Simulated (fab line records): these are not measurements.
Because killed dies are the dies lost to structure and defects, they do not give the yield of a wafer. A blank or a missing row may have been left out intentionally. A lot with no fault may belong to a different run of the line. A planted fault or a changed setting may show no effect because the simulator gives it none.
Chamber matching	flow sfqLine	SFQ_TRILAYER_I4_VIA_BARC_OPEN_VIA_ETCH_146 on rieDiel-02: 4 sister chambers
The step etches BARC in O2, target depth 125 nm, time 41.7 s. 7 wafers are shown with their chamber, then 7 later ones without.

== WAFERS WITH THEIR CHAMBER ==
wafer	chamber	chamberPressureMTorr (mTorr)	oesProductAu (a.u.)
L854.1	0	29.991	0.685
L856.3	2	30.053	0.691
L857.1	2	30.014	0.682
L857.2	3	30.004	0.683
L857.3	1	30.014	0.679
L859.2	3	29.989	0.685
L859.3	1	29.952	0.690

== WAFERS WITH NO CHAMBER GIVEN ==
wafer	chamberPressureMTorr (mTorr)	oesProductAu (a.u.)
L859.6	29.976	0.679
L870.3	30.024	0.684
L870.4	29.981	0.681
L870.6	30.012	0.690
L873.3	29.991	0.690
L873.4	30.033	0.682
L873.5	29.998	0.679

== CHAMBER TAKEN BY EACH ==
wafer	from the rows above	in truth
L859.6	can't be placed: 1 or 3 or 0 or 2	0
L870.3	can't be placed: 2 or 3 or 0 or 1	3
L870.4	can't be placed: 1 or 3 or 0 or 2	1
L870.6	can't be placed: 2 or 0 or 3 or 1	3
L873.3	can't be placed: 0 or 1 or 3 or 2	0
L873.4	can't be placed: 2 or 3 or 0 or 1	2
L873.5	can't be placed: 3 or 0 or 1 or 2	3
Placed correctly: 0 of 7. Can't be placed from these rows: 7 (the true chamber is among the candidates in 7). Number placed wrongly: 0.
How it was worked out, from the rows above alone: a wafer's distance from a chamber is the root of the sum, over the readings, of the square of ((its reading less the chamber's mean) divided by the reading's scatter). The wafer belongs to the nearest chamber; if the next one is less than 2 further off, it can't be placed. Each chamber's mean is taken over the wafers shown for it. How the scatter is found: for the shown wafers, subtract from each reading the mean of its chamber, square and add these, divide the total by (wafers less chambers), then take the root.
